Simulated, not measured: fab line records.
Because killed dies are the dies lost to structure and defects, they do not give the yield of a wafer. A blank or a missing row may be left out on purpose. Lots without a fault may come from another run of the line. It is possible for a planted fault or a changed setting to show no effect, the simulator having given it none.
Which of the tools did it? || flow gf180mcu || Sampling: 11 lots, 33 wafers, 6 of 602 route steps

## WHAT THE GAUGES SHOWED, per wafer
GF_M1_THK_MEAS_06: measures by xrf. Usual: for M1_ALCU_THK the level is 455 nm and the standard deviation is 5.6.
{"lot": "L136", "measured": "day 16 09:45", "on": "film_metro-02", "M1_ALCU_THK (nm)": "456 457 461", "flag": ""}
{"lot": "L137", "measured": "day 16 17:16", "on": "film_metro-02", "M1_ALCU_THK (nm)": "463 460 458", "flag": ""}
{"lot": "L138", "measured": "day 17 06:47", "on": "film_metro-01", "M1_ALCU_THK (nm)": "454 456 460", "flag": ""}
{"lot": "L140", "measured": "day 17 15:41", "on": "film_metro-02", "M1_ALCU_THK (nm)": "456 448 455", "flag": ""}
{"lot": "L141", "measured": "day 18 05:31", "on": "film_metro-03", "M1_ALCU_THK (nm)": "457 456 460", "flag": ""}
{"lot": "L142", "measured": "day 18 10:01", "on": "film_metro-03", "M1_ALCU_THK (nm)": "461 462 461", "flag": ""}
{"lot": "L143", "measured": "day 18 22:14", "on": "film_metro-01", "M1_ALCU_THK (nm)": "447 449 451", "flag": ""}
{"lot": "L144", "measured": "day 19 05:02", "on": "film_metro-01", "M1_ALCU_THK (nm)": "441 438 445", "flag": ""}
{"lot": "L150", "measured": "day 21 09:14", "on": "film_metro-03", "M1_ALCU_THK (nm)": "454 453 460", "flag": ""}
{"lot": "L154", "measured": "day 22 15:18", "on": "film_metro-03", "M1_ALCU_THK (nm)": "447 445 448", "flag": ""}
{"lot": "L159", "measured": "day 24 01:05", "on": "film_metro-03", "M1_ALCU_THK (nm)": "459 459 459", "flag": ""}

GF_V1_RS_MEAS_24: a four-point-probe measurement. Usual: for V1_W_RS the level is 0.329 ohm/sq and the standard deviation is 0.0034.
{"lot": "L136", "measured": "day 18 10:49", "on": "film_metro-02", "V1_W_RS (ohm/sq)": "0.327 0.326 0.327", "flag": ""}
{"lot": "L137", "measured": "day 18 18:13", "on": "film_metro-02", "V1_W_RS (ohm/sq)": "0.329 0.332 0.331", "flag": ""}
{"lot": "L138", "measured": "day 19 07:55", "on": "film_metro-03", "V1_W_RS (ohm/sq)": "0.331 0.332 0.333", "flag": ""}
{"lot": "L140", "measured": "day 19 19:10", "on": "film_metro-02", "V1_W_RS (ohm/sq)": "0.327 0.333 0.327", "flag": ""}
{"lot": "L141", "measured": "day 20 07:33", "on": "film_metro-03", "V1_W_RS (ohm/sq)": "0.337 0.333 0.333", "flag": ""}
{"lot": "L142", "measured": "day 20 12:38", "on": "film_metro-03", "V1_W_RS (ohm/sq)": "0.334 0.333 0.332", "flag": ""}
{"lot": "L143", "measured": "day 21 00:18", "on": "film_metro-02", "V1_W_RS (ohm/sq)": "0.329 0.330 0.329", "flag": ""}
{"lot": "L144", "measured": "day 21 07:16", "on": "film_metro-03", "V1_W_RS (ohm/sq)": "0.330 0.333 0.335", "flag": ""}
{"lot": "L150", "measured": "day 23 11:22", "on": "film_metro-03", "V1_W_RS (ohm/sq)": "0.323 0.293 0.323", "flag": "OFF"}
{"lot": "L154", "measured": "day 24 14:51", "on": "film_metro-03", "V1_W_RS (ohm/sq)": "0.328 0.327 0.326", "flag": ""}
{"lot": "L159", "measured": "day 25 21:43", "on": "film_metro-03", "V1_W_RS (ohm/sq)": "0.329 0.331 0.331", "flag": ""}

GF_V1_THK_MEAS_25: measures by xrf. Usual: for V1_W_THK the level is 349 nm and the standard deviation is 4.7.
{"lot": "L136", "measured": "day 18 10:55", "on": "film_metro-02", "V1_W_THK (nm)": "349 351 348", "flag": ""}
{"lot": "L137", "measured": "day 18 18:20", "on": "film_metro-02", "V1_W_THK (nm)": "348 342 347", "flag": ""}
{"lot": "L138", "measured": "day 19 08:02", "on": "film_metro-03", "V1_W_THK (nm)": "345 347 343", "flag": ""}
{"lot": "L140", "measured": "day 19 19:17", "on": "film_metro-02", "V1_W_THK (nm)": "349 344 349", "flag": ""}
{"lot": "L141", "measured": "day 20 07:39", "on": "film_metro-03", "V1_W_THK (nm)": "340 343 342", "flag": ""}
{"lot": "L142", "measured": "day 20 12:46", "on": "film_metro-03", "V1_W_THK (nm)": "340 341 346", "flag": ""}
{"lot": "L143", "measured": "day 21 00:25", "on": "film_metro-02", "V1_W_THK (nm)": "348 346 347", "flag": ""}
{"lot": "L144", "measured": "day 21 07:22", "on": "film_metro-03", "V1_W_THK (nm)": "346 344 342", "flag": ""}
{"lot": "L150", "measured": "day 23 11:28", "on": "film_metro-03", "V1_W_THK (nm)": "354 391 354", "flag": "OFF"}
{"lot": "L154", "measured": "day 24 14:57", "on": "film_metro-03", "V1_W_THK (nm)": "347 348 348", "flag": ""}
{"lot": "L159", "measured": "day 25 21:49", "on": "film_metro-03", "V1_W_THK (nm)": "349 346 347", "flag": ""}

## WHICH TOOL RAN EACH LOT (tool, then ch and the chambers of the sampled wafers, then the start)
{"lot": "L136", "GF_M1_SPUTTER_02": "pvd_sputter-04, day 16 09:31", "GF_V1_ETCH_17": "rie_diel-02 ch 0,1, day 18 10:43 or earlier", "GF_V1_CVD_23": "cvd_w-02 ch 0,1, day 18 10:43"}
{"lot": "L137", "GF_M1_SPUTTER_02": "pvd_sputter-02, day 16 17:01", "GF_V1_ETCH_17": "rie_diel-03 ch 2,3, day 18 18:05 or earlier", "GF_V1_CVD_23": "cvd_w-02 ch 0, day 18 18:05"}
{"lot": "L138", "GF_M1_SPUTTER_02": "pvd_sputter-04, day 17 06:34", "GF_V1_ETCH_17": "rie_diel-03 ch 0,1,3, day 19 07:48 or earlier", "GF_V1_CVD_23": "cvd_w-01 ch 0,1, day 19 07:48"}
{"lot": "L140", "GF_M1_SPUTTER_02": "pvd_sputter-04, day 17 15:27", "GF_V1_ETCH_17": "rie_diel-02 ch 0,2,3, day 19 19:02 or earlier", "GF_V1_CVD_23": "cvd_w-01 ch 0, day 19 19:02"}
{"lot": "L141", "GF_M1_SPUTTER_02": "pvd_sputter-01, day 18 05:17", "GF_V1_ETCH_17": "rie_diel-03 ch 0,2, day 20 07:26 or earlier", "GF_V1_CVD_23": "cvd_w-01 ch 0,1, day 20 07:26"}
{"lot": "L142", "GF_M1_SPUTTER_02": "pvd_sputter-01, day 18 09:48", "GF_V1_ETCH_17": "rie_diel-02 ch 1,2,3, day 20 12:32 or earlier", "GF_V1_CVD_23": "cvd_w-01 ch 1, day 20 12:32"}
{"lot": "L143", "GF_M1_SPUTTER_02": "pvd_sputter-04, day 18 22:01", "GF_V1_ETCH_17": "rie_diel-02 ch 0,1,2, day 21 00:11 or earlier", "GF_V1_CVD_23": "cvd_w-02 ch 0,1, day 21 00:11"}
{"lot": "L144", "GF_M1_SPUTTER_02": "pvd_sputter-04, day 19 04:49", "GF_V1_ETCH_17": "rie_diel-02 ch 1,2,3, day 21 07:08 or earlier", "GF_V1_CVD_23": "cvd_w-02 ch 0,1, day 21 07:08"}
{"lot": "L150", "GF_M1_SPUTTER_02": "pvd_sputter-01, day 21 09:01", "GF_V1_ETCH_17": "rie_diel-02 ch 2,3, day 23 11:13 or earlier", "GF_V1_CVD_23": "cvd_w-02 ch 0,1, day 23 11:13"}
{"lot": "L154", "GF_M1_SPUTTER_02": "pvd_sputter-04, day 22 15:04", "GF_V1_ETCH_17": "rie_diel-02 ch 1,2,3, day 24 14:44 or earlier", "GF_V1_CVD_23": "cvd_w-01 ch 0,1, day 24 14:44"}
{"lot": "L159", "GF_M1_SPUTTER_02": "pvd_sputter-02, day 24 00:52", "GF_V1_ETCH_17": "rie_diel-03 ch 1,2, day 25 21:37 or earlier", "GF_V1_CVD_23": "cvd_w-01 ch 0,1, day 25 21:37"}
- GF_M1_SPUTTER_02: material AlCu, target thk 450 nm, time 23.9 s.
- GF_V1_ETCH_17: etches SiO2 in C4F8/O2/Ar, stops on TiN, target depth 630 nm.
- GF_V1_CVD_23: deposits W, target thk 350 nm, time 105.05 s.

## WHAT THE TOOLS THEMSELVES READ (means of the sampled wafers that have a number; where no wafer has one, the mark that the record gives instead)
GF_M1_SPUTTER_02. Usual: chamber_pressure_pa 0.4001 Pa, standard deviation 0.00081; throttle_valve_pct 29.7 %, standard deviation 0.99.
{"lot": "L136", "tool": "pvd_sputter-04", "chamber_pressure_pa (Pa)": 0.3992, "throttle_valve_pct (%)": 29.3, "flag": ""}
{"lot": "L137", "tool": "pvd_sputter-02", "chamber_pressure_pa (Pa)": 0.4003, "throttle_valve_pct (%)": 29.2, "flag": ""}
{"lot": "L138", "tool": "pvd_sputter-04", "chamber_pressure_pa (Pa)": 0.3997, "throttle_valve_pct (%)": 30.0, "flag": ""}
{"lot": "L140", "tool": "pvd_sputter-04", "chamber_pressure_pa (Pa)": 0.3999, "throttle_valve_pct (%)": 30.7, "flag": ""}
{"lot": "L141", "tool": "pvd_sputter-01", "chamber_pressure_pa (Pa)": 0.4002, "throttle_valve_pct (%)": 30.0, "flag": ""}
{"lot": "L142", "tool": "pvd_sputter-01", "chamber_pressure_pa (Pa)": 0.3997, "throttle_valve_pct (%)": 30.6, "flag": ""}
{"lot": "L143", "tool": "pvd_sputter-04", "chamber_pressure_pa (Pa)": 0.4000, "throttle_valve_pct (%)": 29.9, "flag": ""}
{"lot": "L144", "tool": "pvd_sputter-04", "chamber_pressure_pa (Pa)": 0.4003, "throttle_valve_pct (%)": 29.1, "flag": ""}
{"lot": "L150", "tool": "pvd_sputter-01", "chamber_pressure_pa (Pa)": 0.3994, "throttle_valve_pct (%)": 30.3, "flag": ""}
{"lot": "L154", "tool": "pvd_sputter-04", "chamber_pressure_pa (Pa)": 0.4002, "throttle_valve_pct (%)": 29.9, "flag": ""}
{"lot": "L159", "tool": "pvd_sputter-02", "chamber_pressure_pa (Pa)": 0.4007, "throttle_valve_pct (%)": 29.6, "flag": ""}

GF_V1_ETCH_17. Usual: bias_w 1200 W, standard deviation 3.4; oes_product_au 0.855 a.u., standard deviation 0.0043.
{"lot": "L136", "tool": "rie_diel-02", "bias_w (W)": 1197, "oes_product_au (a.u.)": 0.856, "flag": ""}
{"lot": "L137", "tool": "rie_diel-03", "bias_w (W)": 1198, "oes_product_au (a.u.)": 0.858, "flag": ""}
{"lot": "L138", "tool": "rie_diel-03", "bias_w (W)": 1201, "oes_product_au (a.u.)": 0.855, "flag": ""}
{"lot": "L140", "tool": "rie_diel-02", "bias_w (W)": 1198, "oes_product_au (a.u.)": 0.855, "flag": ""}
{"lot": "L141", "tool": "rie_diel-03", "bias_w (W)": 1201, "oes_product_au (a.u.)": 0.853, "flag": ""}
{"lot": "L142", "tool": "rie_diel-02", "bias_w (W)": 1198, "oes_product_au (a.u.)": 0.853, "flag": ""}
{"lot": "L143", "tool": "rie_diel-02", "bias_w (W)": 1198, "oes_product_au (a.u.)": 0.854, "flag": ""}
{"lot": "L144", "tool": "rie_diel-02", "bias_w (W)": 1201, "oes_product_au (a.u.)": 0.858, "flag": ""}
{"lot": "L150", "tool": "rie_diel-02", "bias_w (W)": 1199, "oes_product_au (a.u.)": 0.857, "flag": ""}
{"lot": "L154", "tool": "rie_diel-02", "bias_w (W)": 1200, "oes_product_au (a.u.)": 0.852, "flag": ""}
{"lot": "L159", "tool": "rie_diel-03", "bias_w (W)": 1201, "oes_product_au (a.u.)": 0.853, "flag": ""}

GF_V1_CVD_23. Usual: chamber_pressure_Torr 40.00 Torr, standard deviation 0.1; heater_power_w 887 W, standard deviation 62.
{"lot": "L136", "tool": "cvd_w-02", "chamber_pressure_Torr (Torr)": 39.97, "heater_power_w (W)": 913, "flag": ""}
{"lot": "L137", "tool": "cvd_w-02", "chamber_pressure_Torr (Torr)": 40.03, "heater_power_w (W)": 838, "flag": ""}
{"lot": "L138", "tool": "cvd_w-01", "chamber_pressure_Torr (Torr)": 40.04, "heater_power_w (W)": 899, "flag": ""}
{"lot": "L140", "tool": "cvd_w-01", "chamber_pressure_Torr (Torr)": 39.97, "heater_power_w (W)": 975, "flag": ""}
{"lot": "L141", "tool": "cvd_w-01", "chamber_pressure_Torr (Torr)": 40.01, "heater_power_w (W)": 864, "flag": ""}
{"lot": "L142", "tool": "cvd_w-01", "chamber_pressure_Torr (Torr)": 39.98, "heater_power_w (W)": 815, "flag": ""}
{"lot": "L143", "tool": "cvd_w-02", "chamber_pressure_Torr (Torr)": 40.02, "heater_power_w (W)": 898, "flag": ""}
{"lot": "L144", "tool": "cvd_w-02", "chamber_pressure_Torr (Torr)": 39.96, "heater_power_w (W)": 880, "flag": ""}
{"lot": "L150", "tool": "cvd_w-02", "chamber_pressure_Torr (Torr)": 43.17, "heater_power_w (W)": 871, "flag": "OFF"}
{"lot": "L154", "tool": "cvd_w-01", "chamber_pressure_Torr (Torr)": 39.96, "heater_power_w (W)": 870, "flag": ""}
{"lot": "L159", "tool": "cvd_w-01", "chamber_pressure_Torr (Torr)": 40.03, "heater_power_w (W)": 903, "flag": ""}

## THE ANSWER, worked out from the rows above alone
Rule: lot off if the mean of its wafers having a number is beyond 3 standard deviations from the usual mean. Also off: a lot with no number at a reading for which 4 or more lots have one. All remaining lots with rows at the step are treated as sound. First the gauges in route order, then the tools' own readings, where a lot's mean is used as printed above. The first step at which some lot is off is used, and at that step the reading that is off furthest; a lot without a number counts as furthest.
Off: L150, at GF_V1_RS_MEAS_24 (V1_W_RS).
If a tool, at a process step before that reading, ran all the lots that are off and no sound lot after the first of them, it fits. Not tried: the gauges at GF_V1_RS_MEAS_24; whatever is off there is also off at GF_V1_CVD_23, on other tools, and gauge error can't account for it. GF_V1_ETCH_17 gives no start for some lots, so the hours and the order of its lots are those of GF_V1_CVD_23. 2 tools fit, pvd_sputter-01 at GF_M1_SPUTTER_02 and cvd_w-02 at GF_V1_CVD_23, so this cannot tell which one it is.

## WHAT THE SIMULATOR HAD PUT IN
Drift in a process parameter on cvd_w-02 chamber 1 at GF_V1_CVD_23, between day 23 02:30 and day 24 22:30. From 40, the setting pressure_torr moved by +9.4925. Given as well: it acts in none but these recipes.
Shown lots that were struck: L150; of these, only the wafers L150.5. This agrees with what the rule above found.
